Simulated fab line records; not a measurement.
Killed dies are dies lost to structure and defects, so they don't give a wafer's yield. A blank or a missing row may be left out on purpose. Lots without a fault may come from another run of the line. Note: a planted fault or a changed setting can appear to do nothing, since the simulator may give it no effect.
fab line records	flow sky130
record: lots: 6	wafers: 18	last-day: 49
route steps=708 shown METAL3@533 CAPM@537 PAD_OPEN@708
lots that met no fault: taken from a fault-free run of the same line
start-h: start of the lot's first displayed wafer, in hours after the record's first day	wait-h: hours since the lot's step before	" same as the row above	L1.1+2: several wafers, shown together as one row	- value missing, or start not given	* or withheld: withheld	< > ~ a bound
route shown NAME@n: names a module that has steps shown in the file, with the first one's number in the route	usual: mean/standard deviation taken from wafers without a fault	same: alike in all rows	chamber/n: place in a boat	sites: each site's reading	_std_site: how widely they spread, as a standard deviation	_edge_site: mean of outer sites minus mean of inner sites	radius-mm: how far each site lies from the wafer's centre	mask NAME#n: copy n	behind: the last tool/chamber to shape the wafer	hold: cause of the lot's hold/its duration in hours/its outcome	device: the n, p or np transistor that did not switch	end of line: the route-end tests of the same wafers	a step without rows: its recipe alone	killed: not the wafer's yield, but the dies lost to structure and defects at the first sort	map: the dies of a wafer, with x for killed, . for not killed, _ for no die there
set.NAME: the setting that was run; set.NAME@STEP: the one run at that earlier step	model.NAME: the simulator's own value behind a step, which no gauge read
certain route steps with their lots: each step a table, each wafer a row
services: when a tool's chamber went out of use (start-h, in hours from the record's first day, below 0 if earlier), for how many hours, and the reason
== steps ==
step: SKY_METAL3_SPUTTER_01
recipe: material: TiN	target-thk-nm: 20	power-w: 6500	time-s: 16.7	chamber-pressure-pa: 0.4
usual: throttle-valve-pct: 30.1/0.99
lot.wafer	tool	chamber	start-h	wait-h	throttle-valve-pct
L818.3	pvd-sputter-03	-	856.78	0.0	29.5
L818.4	"	-	"	"	30.1
L818.6	"	-	"	"	30.6
L819.1	pvd-sputter-01	-	864.72	0.0	32.0
L819.2	"	-	"	"	29.9
L819.5	"	-	"	"	32.2
L822.4	pvd-sputter-02	-	889.37	0.0	30.0
L822.5	"	-	"	"	30.4
L822.6	"	-	"	"	28.5
L824.1	pvd-sputter-03	-	907.65	0.0	29.2
L824.2	"	-	"	"	31.0
L824.4	"	-	"	"	30.5
L835.1	pvd-sputter-03	-	979.35	0.0	30.1
L835.4	"	-	"	"	29.2
L835.6	"	-	"	"	30.6
L834.2	pvd-sputter-02	-	981.55	0.0	28.6
L834.3	"	-	"	"	28.6
L834.4	"	-	"	"	30.0
step: SKY_METAL3_SPUTTER_02
recipe: material: AlCu	target-thk-nm: 735	power-w: 10600	time-s: 39.1	chamber-pressure-pa: 0.4
usual: throttle-valve-pct: 30.1/1
lot.wafer	tool	chamber	start-h	wait-h	throttle-valve-pct
L818.3	pvd-sputter-03	-	856.80	0.0	29.1
L818.4	"	-	"	"	30.1
L818.6	"	-	"	"	30.5
L819.1	pvd-sputter-01	-	864.75	0.0	32.2
L819.2	"	-	"	"	30.0
L819.5	"	-	"	"	32.0
L822.4	pvd-sputter-02	-	889.40	0.0	30.5
L822.5	"	-	"	"	30.5
L822.6	"	-	"	"	28.7
L824.1	pvd-sputter-03	-	907.68	0.0	29.4
L824.2	"	-	"	"	31.2
L824.4	"	-	"	"	30.5
L835.1	pvd-sputter-03	-	979.37	0.0	29.9
L835.4	"	-	"	"	29.0
L835.6	"	-	"	"	30.4
L834.2	pvd-sputter-02	-	981.57	0.0	28.6
L834.3	"	-	"	"	28.6
L834.4	"	-	"	"	30.5
step: SKY_METAL3_SPUTTER_03
recipe: material: Ti	target-thk-nm: 5	power-w: 3000	time-s: 3.3	chamber-pressure-pa: 0.4
step: SKY_METAL3_SPUTTER_04
recipe: material: TiN	target-thk-nm: 70	power-w: 6500	time-s: 58.3	chamber-pressure-pa: 0.4
usual: throttle-valve-pct: 30.1/1
lot.wafer	tool	chamber	start-h	wait-h	throttle-valve-pct
L818.3	pvd-sputter-03	-	856.86	0.0	29.5
L818.4	"	-	"	"	30.3
L818.6	"	-	"	"	30.6
L819.1	pvd-sputter-01	-	864.81	0.0	32.4
L819.2	"	-	"	"	30.1
L819.5	"	-	"	"	32.2
L822.4	pvd-sputter-02	-	889.46	0.0	30.3
L822.5	"	-	"	"	30.4
L822.6	"	-	"	"	28.8
L824.1	pvd-sputter-03	-	907.74	0.0	29.2
L824.2	"	-	"	"	31.2
L824.4	"	-	"	"	30.5
L835.1	pvd-sputter-03	-	979.43	0.0	30.0
L835.4	"	-	"	"	29.3
L835.6	"	-	"	"	30.7
L834.2	pvd-sputter-02	-	981.63	0.0	28.5
L834.3	"	-	"	"	28.4
L834.4	"	-	"	"	30.6
step: SKY_CAPM_CVD_00
recipe: material: SiO2	target-thk-nm: 15.5	temp-c: 400	time-s: withheld	rf-w: 450
usual: heater-power-w: 740/91
lot.wafer	tool	chamber	start-h	wait-h	heater-power-w
L818.3	pecvd-01	1	856.91	0.0	754
L818.4	"	1	"	"	758
L818.6	"	0	"	"	686
L819.1	pecvd-04	1	864.85	0.0	721
L819.2	"	0	"	"	845
L819.5	"	0	"	"	859
L822.4	pecvd-02	0	889.50	0.0	838
L822.5	"	1	"	"	661
L822.6	"	2	"	"	649
L824.1	pecvd-01	0	907.78	0.0	701
L824.2	"	2	"	"	745
L824.4	"	0	"	"	663
L835.1	pecvd-02	1	979.48	0.0	749
L835.4	"	1	"	"	733
L835.6	"	0	"	"	941
L834.2	pecvd-04	0	981.68	0.0	867
L834.3	"	1	"	"	817
L834.4	"	1	"	"	845
step: SKY_CAPM_THK_MEAS_01
recipe: reads: SiO2_of_CAPM_CVD_00
usual: CAPM_CVD_00_THK: 15.45/0.22
lot.wafer	tool	chamber	start-h	wait-h	CAPM_CVD_00_THK[nm]
L818.3	film-metro-02	-	856.95	-	15.13
L818.4	"	-	"	"	15.39
L818.6	"	-	"	"	15.61
L819.1	film-metro-03	-	864.88	-	15.12
L819.2	"	-	"	"	15.18
L819.5	"	-	"	"	15.56
L822.4	film-metro-01	-	889.54	-	15.53
L822.5	"	-	"	"	15.65
L822.6	"	-	"	"	15.61
L824.1	film-metro-01	-	907.81	-	15.30
L824.2	"	-	"	"	15.34
L824.4	"	-	"	"	15.80
L835.1	film-metro-03	-	979.50	-	15.30
L835.4	"	-	"	"	15.43
L835.6	"	-	"	"	15.48
L834.2	film-metro-02	-	981.71	-	15.54
L834.3	"	-	"	"	15.16
L834.4	"	-	"	"	15.63
step: SKY_CAPM_SPUTTER_02
recipe: material: TiN	target-thk-nm: 200	temp-c: 300	power-w: 6500	time-s: 166.7	chamber-pressure-pa: 0.4
usual: throttle-valve-pct: 29.7/0.78
lot.wafer	tool	chamber	start-h	wait-h	throttle-valve-pct
L818.3	pvd-sputter-02	-	856.99	0.0	28.5
L818.4	"	-	"	"	28.5
L818.6	"	-	"	"	28.5
L819.1	pvd-sputter-04	-	864.94	0.1	28.7
L819.2	"	-	"	"	30.4
L819.5	"	-	"	"	30.3
L822.4	pvd-sputter-04	-	889.57	0.0	30.5
L822.5	"	-	"	"	30.2
L822.6	"	-	"	"	30.4
L824.1	pvd-sputter-02	-	907.87	0.1	28.5
L824.2	"	-	"	"	30.5
L824.4	"	-	"	"	30.2
L835.1	pvd-sputter-04	-	979.56	0.1	30.2
L835.4	"	-	"	"	30.3
L835.6	"	-	"	"	30.0
L834.2	pvd-sputter-04	-	981.76	0.0	30.1
L834.3	"	-	"	"	28.6
L834.4	"	-	"	"	30.5
step: SKY_CAPM_RS_MEAS_03
recipe: thk-meas-gauge: four-point-probe	reads: TiN_of_CAPM_SPUTTER_02
usual: CAPM_TIN_RS: 6.93/0.068
lot.wafer	tool	chamber	start-h	wait-h	CAPM_TIN_RS[ohm/sq]
L818.3	film-metro-03	-	857.14	0.1	6.85
L818.4	"	-	"	"	6.85
L818.6	"	-	"	"	6.91
L819.1	film-metro-02	-	865.05	0.1	6.80
L819.2	"	-	"	"	6.90
L819.5	"	-	"	"	6.89
L822.4	film-metro-03	-	889.74	0.1	7.02
L822.5	"	-	"	"	6.92
L822.6	"	-	"	"	7.02
L824.1	film-metro-02	-	907.98	0.1	6.85
L824.2	"	-	"	"	7.00
L824.4	"	-	"	"	6.83
L835.1	film-metro-01	-	979.67	0.1	7.04
L835.4	"	-	"	"	6.99
L835.6	"	-	"	"	7.06
L834.2	film-metro-01	-	981.89	0.1	6.98
L834.3	"	-	"	"	6.98
L834.4	"	-	"	"	6.98
step: SKY_CAPM_THK_MEAS_04
recipe: thk-meas-gauge: xrf	reads: TiN_of_CAPM_SPUTTER_02
usual: CAPM_TIN_THK: 199.7/2
lot.wafer	tool	chamber	start-h	wait-h	CAPM_TIN_THK[nm]
L818.3	film-metro-03	-	857.24	0.1	201.3
L818.4	"	-	"	"	203.0
L818.6	"	-	"	"	200.3
L819.1	film-metro-02	-	865.17	0.1	203.6
L819.2	"	-	"	"	200.9
L819.5	"	-	"	"	200.6
L822.4	film-metro-03	-	889.83	0.1	196.7
L822.5	"	-	"	"	199.3
L822.6	"	-	"	"	196.3
L824.1	film-metro-02	-	908.10	0.1	200.5
L824.2	"	-	"	"	197.2
L824.4	"	-	"	"	201.3
L835.1	film-metro-01	-	979.79	0.1	197.2
L835.4	"	-	"	"	198.4
L835.6	"	-	"	"	196.2
L834.2	film-metro-01	-	982.00	0.1	198.3
L834.3	"	-	"	"	198.2
L834.4	"	-	"	"	198.3
step: SKY_CAPM_DEHYDRATE_05
recipe: temp-c: 200	time-s: 60
step: SKY_CAPM_HMDS_06
recipe: prime-time-s: 60	prime-temp-c: 120
step: SKY_CAPM_COAT_07
recipe: resist: NOVOLAK	spin-rpm: 3000	resist-thk-nm: 1140
step: SKY_CAPM_SOFTBAKE_08
recipe: temp-c: 90	time-s: 60	resist: NOVOLAK
usual: heater-power-total-W: 56.60/0.045	plate-temp-C: 90.01/0.12
lot.wafer	tool	chamber	start-h	wait-h	heater-power-total-W	plate-temp-C	model.NOVOLAK_of_CAPM_COAT_07.thk-nm
L818.3	litho-track-01	0	871.26	0.1	56.55	90.00	1138
L818.4	"	0	"	"	56.59	90.12	1140
L818.6	"	0	"	"	56.66	90.20	1141
L819.1	litho-track-02	0	877.94	0.1	56.62	90.15	1142
L819.2	"	0	"	"	56.67	90.13	1139
L819.5	"	0	"	"	56.64	89.98	1139
L822.4	litho-track-01	0	902.54	0.1	62.77	96.84	1115
L822.5	"	0	"	"	62.73	96.55	1118
L822.6	"	0	"	"	62.69	96.77	1112
L824.1	litho-track-01	0	921.36	0.1	62.64	96.79	1119
L824.2	"	0	"	"	62.53	96.96	1119
L824.4	"	0	"	"	62.75	96.85	1122
L835.1	litho-track-04	0	990.91	0.1	56.66	90.08	1145
L835.4	"	0	"	"	56.65	89.95	1141
L835.6	"	0	"	"	56.52	89.98	1137
L834.2	litho-track-04	0	993.03	0.1	56.60	90.10	1147
L834.3	"	0	"	"	56.63	89.93	1144
L834.4	"	0	"	"	56.55	90.13	1144
step: SKY_CAPM_EXPOSE_09
recipe: mask-id: CAPM	na: 0.6	source-shape: conventional	sigma-outer: 0.6	polarization: unpolarized	target-cd-nm: 1000	dose-mj: 159
step: SKY_CAPM_PEB_10
recipe: temp-c: withheld	time-s: *	resist: NOVOLAK
step: SKY_CAPM_DEVELOP_11
recipe: resist: NOVOLAK	developer: TMAH	develop-time-s: 60	dev-temp-c: 23
step: SKY_CAPM_OVL_MEAS_12
usual: CAPM_OVL: -1.5/1
lot.wafer	tool	chamber	start-h	wait-h	CAPM_OVL[nm]
L818.3	overlay-02	-	883.25	0.1	-1.1
L818.4	"	-	"	"	-0.5
L818.6	"	-	"	"	-0.3
L819.1	overlay-01	-	890.71	0.1	-0.3
L819.2	"	-	"	"	-0.4
L819.5	"	-	"	"	0.5
L822.4	overlay-02	-	914.40	0.1	-2.1
L822.5	"	-	"	"	-1.6
L822.6	"	-	"	"	-0.1
L824.1	overlay-02	-	933.61	0.1	-1.6
L824.2	"	-	"	"	-2.7
L824.4	"	-	"	"	-2.0
L835.1	overlay-02	-	1002.91	0.1	-0.9
L835.4	"	-	"	"	-2.3
L835.6	"	-	"	"	-0.5
L834.2	overlay-01	-	1005.27	0.1	-1.5
L834.3	"	-	"	"	-1.0
L834.4	"	-	"	"	-2.0
step: SKY_CAPM_METAL_ETCH_13
recipe: target-depth-nm: 220	stop-on: SiO2	chemistry: Cl2/BCl3	target: TiN	pressure-mtorr: 10	icp-w: 900	bias-w: 48.5	Cl2_flow_sccm: 60	bcl3-flow-sccm: 30	time-s: 62.9
usual: drypump-motor-current-A: 6.1/0.39	oes-product-au: 0.939/0.0067	throttle-valve-pct: 21.903/0.0083
lot.wafer	tool	chamber	start-h	wait-h	drypump-motor-current-A	oes-product-au	rf-hours-counter-h	throttle-valve-pct	model.NOVOLAK_of_CAPM_COAT_07.thk-nm
L818.3	rie-metal-03	0	883.30	0.0	6.5	0.946	-	21.899	987.9
L818.4	"	1	"	"	5.3	0.954	-	21.897	992.1
L818.6	"	0	"	"	6.5	0.946	-	21.898	991.5
L819.1	rie-metal-01	1	890.74	0.0	6.4	0.948	11	21.906	1000
L819.2	"	0	"	"	6.2	0.929	15	21.902	996.5
L819.5	"	1	"	"	6.4	0.941	-	21.901	996
L822.4	rie-metal-02	0	914.45	0.0	6.0	0.934	-	21.909	967.7
L822.5	"	1	"	"	5.7	0.942	-	21.892	968.5
L822.6	"	0	"	"	6.0	0.932	-	21.908	965.5
L824.1	rie-metal-02	1	933.65	0.0	5.8	0.937	3	21.904	968.6
L824.2	"	0	"	"	6.1	0.929	14	21.912	969.8
L824.4	"	1	"	"	5.7	0.942	-	21.906	971.5
L835.1	rie-metal-02	0	1002.95	0.0	6.1	0.937	17	21.905	997
L835.4	"	1	"	"	5.7	0.943	-	21.914	987.8
L835.6	"	0	"	"	6.1	0.939	-	21.909	990.4
L834.2	rie-metal-02	0	1005.30	0.0	6.1	0.931	18	21.900	1000
L834.3	"	1	"	"	5.7	0.939	-	21.901	994.2
L834.4	"	0	"	"	6.0	0.936	-	21.915	995.4
step: SKY_CAPM_STRIP_14
recipe: chemistry: O2/N2	power-w: 1400	pressure-mtorr: 1500	platen-temp-c: withheld	o2-flow-sccm: 3000	n2-flow-sccm: 300	overash-fraction: 0.5
usual: drypump-motor-current-A: 5.8/0.44	oes-product-au: 0.711/0.0045	strip-time-to-endpoint-s: 12.66/0.048
lot.wafer	tool	chamber	start-h	wait-h	drypump-motor-current-A	oes-product-au	rf-hours-counter-h	strip-time-to-endpoint-s
L818.3	plasma-asher-01	0	883.38	0.1	6.2	0.715	-	12.59
L818.4	"	1	"	"	5.1	0.710	-	12.63
L818.6	"	1	"	"	5.1	0.708	-	12.65
L819.1	plasma-asher-01	1	890.82	0.1	5.1	0.713	81	12.75
L819.2	"	0	"	"	6.2	0.711	81	12.67
L819.5	"	0	"	"	6.2	0.712	-	12.69
L822.4	plasma-asher-01	0	914.53	0.1	6.2	0.707	-	12.36
L822.5	"	0	"	"	6.2	0.720	-	12.36
L822.6	"	1	"	"	5.1	0.703	-	12.33
L824.1	plasma-asher-01	0	933.72	0.1	6.2	0.712	85	12.38
L824.2	"	1	"	"	5.1	0.716	85	12.39
L824.4	"	0	"	"	6.1	0.717	-	12.40
L835.1	plasma-asher-01	0	1003.02	0.1	6.2	0.712	92	12.69
L835.4	"	1	"	"	5.1	0.705	-	12.59
L835.6	"	0	"	"	6.2	0.713	-	12.61
L834.2	plasma-asher-03	1	1005.37	0.1	6.2	0.710	24	12.73
L834.3	"	0	"	"	5.4	0.713	-	12.66
L834.4	"	1	"	"	6.2	0.717	-	12.68
step: SKY_CAPM_STRIP_15
recipe: chemistry: post-etch-residue-remover	time-s: 1200	temp-c: 72.5
step: SKY_PAD_OPEN_PROBE_99
usual: defect-limited-yield: 82.5/1.8	killed_at_M0_to_M3: 43/6.5	killed_at_M4_up: 3/1.7	killed-at-contacts: 25/5.1	killed-at-front-end: 15/3.8	killed-at-other: 0.2/0.45	killed-dies: 86/8.8	killed-open: 47/6.7	killed-short: 39/6	sort_bin_3_pad_short: 0.9/0.46	sort_bin_5_function: 10.2/1.4	sort_bin_6_memory: 6.4/1	sort-n-pass: 406/8.8	sort-yield-pct: 82.5/1.8
same: gross-dies: 492	killed-at-back-side: 0	sort_bin_4_leakage[%]: 0	sort_bin_8_speed[%]: 0
lot.wafer	tool	chamber	start-h	wait-h	defect-limited-yield[%]	killed_at_M0_to_M3	killed_at_M4_up	killed-at-contacts	killed-at-front-end	killed-at-other	killed-dies	killed-open	killed-short	sort_bin_3_pad_short[%]	sort_bin_5_function[%]	sort_bin_6_memory[%]	sort-n-pass	sort-yield-pct[%]
L818.3	prober-01	-	1083.03	0.2	80.9	52	1	24	16	1	94	50	44	0.6	11.6	6.9	398	80.9
L818.4	prober-01	-	1083.08	0.2	80.5	48	2	32	14	0	96	55	41	0.4	11.8	7.3	396	80.5
L818.6	prober-01	-	1083.18	0.2	83.5	37	6	27	11	0	81	50	31	1.4	8.7	6.3	411	83.5
L824.1	prober-01	-	1124.25	0.1	79.3	61	3	18	19	1	102	55	47	1.0	12.0	7.7	390	79.3
L824.2	prober-01	-	1124.30	0.1	84.1	35	3	23	16	1	78	42	36	1.0	8.3	6.5	414	84.1
L824.4	prober-01	-	1124.40	0.2	82.1	40	2	30	16	0	88	44	44	1.2	10.6	6.1	404	82.1
killed by level:class
L818.3 VIA1:geometric-particle:open=18 CONTACT:geometric-particle:open=7 CONTACT:geometric-particle:short=7 METAL1:geometric-particle:short=6 METAL2:geometric-particle:short=6 LI_CONTACT:geometric-particle:open=5 VIA1:geometric-particle:short=5 FIELD_ISO:geometric-particle:open=4
L818.4 CONTACT:geometric-particle:open=11 VIA1:geometric-particle:open=10 LI_CONTACT:geometric-particle:open=10 CONTACT:geometric-particle:short=8 VIA3:geometric-particle:open=8 VIA2:geometric-particle:open=6 METAL2:geometric-particle:short=6 POLY_GATE:geometric-particle:open=5
L818.6 VIA1:geometric-particle:open=12 LI_CONTACT:geometric-particle:open=11 CONTACT:geometric-particle:open=7 METAL2:geometric-particle:short=4 VIA2:geometric-particle:open=4 VIA3:geometric-particle:short=4 METAL4:geometric-particle:short=4 FIELD_ISO:geometric-particle:open=3
L824.1 VIA1:geometric-particle:open=11 VIA3:geometric-particle:open=11 METAL1:geometric-particle:short=8 LI_CONTACT:geometric-particle:open=7 VIA1:geometric-particle:short=7 CONTACT:geometric-particle:open=6 FIELD_ISO:geometric-particle:open=5 FIELD_ISO:geometric-particle:short=5
L824.2 LI_CONTACT:geometric-particle:open=10 VIA1:geometric-particle:open=8 CONTACT:geometric-particle:open=6 POLY_GATE:geometric-particle:open=5 VIA3:geometric-particle:open=5 LOCAL_INTERCONNECT:geometric-particle:short=4 METAL2:geometric-particle:short=4 VIA3:geometric-particle:short=4
L824.4 CONTACT:geometric-particle:open=11 CONTACT:geometric-particle:short=7 VIA1:geometric-particle:open=7 VIA2:geometric-particle:open=6 VIA3:geometric-particle:short=6 LI_CONTACT:geometric-particle:open=5 LOCAL_INTERCONNECT:geometric-particle:short=5 FIELD_ISO:geometric-particle:short=4
== services ==
tool	chamber	start-h	hours	kind
rie-metal-03	-	843.83	0.2	repair
plasma-asher-03	-	845.49	1.2	repair
pvd-sputter-01	-	856.58	1.7	repair
pvd-sputter-02	0	880.24	-	consumable-replace:kit
pecvd-04	0	882.58	3.5	repair
pvd-sputter-03	-	884.55	2.8	repair
pecvd-04	2	888.04	9.3	repair
pvd-sputter-01	-	897.77	110.0	repair
rie-metal-03	0	901.08	28.6	repair
pvd-sputter-03	1	912.65	-	consumable-replace:kit
pvd-sputter-03	1	912.65	18.0	scheduled-down
pvd-sputter-03	1	912.65	18.0	vent-cycle
pvd-sputter-03	-	920.64	3.4	repair
rie-metal-02	1	923.38	7.8	repair
pvd-sputter-03	-	933.30	1.5	repair
rie-metal-02	1	942.95	4.0	repair
plasma-asher-03	-	951.72	15.6	pm
plasma-asher-01	-	960.62	4.3	pm
pecvd-02	1	961.11	13.0	repair
pvd-sputter-04	-	963.24	1.5	repair
rie-metal-03	-	978.89	16.6	repair
pvd-sputter-03	0	984.19	-	consumable-replace:kit
pvd-sputter-03	0	984.19	18.0	scheduled-down
pvd-sputter-03	0	984.19	18.0	vent-cycle
== key ==
first-sign: step: SKY_CAPM_SOFTBAKE_08	reading: heater-power-total-W	direction: up	sigmas: 99+	usual: *	struck: *
effect: step: SKY_CAPM_SOFTBAKE_08	reading: plate-temp-C	direction: up	sigmas: 57	usual: *	struck: *
effect: step: SKY_CAPM_STRIP_14	reading: strip-time-to-endpoint-s	direction: down	sigmas: 6	usual: *	struck: *
model-effect: step: SKY_CAPM_SOFTBAKE_08	value: NOVOLAK_of_CAPM_COAT_07.thk-nm	without: 1138	struck: 1118
model-effect: step: SKY_CAPM_METAL_ETCH_13	value: NOVOLAK_of_CAPM_COAT_07.thk-nm	without: 989.4	struck: 968.6
met-at SKY_CAPM_SOFTBAKE_08
struck-wafers L822.4,L822.5,L822.6,L824.1,L824.2,L824.4
onset-between 871.26 902.54
fault: kind: process-parameter-drift	tool: litho-track-01	chamber: -	onset-h: 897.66	steps: SKY_CAPM_SOFTBAKE_08	channel: temp-c	offset: *	shape: step	end-h: 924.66	acts-in: *	stated: *
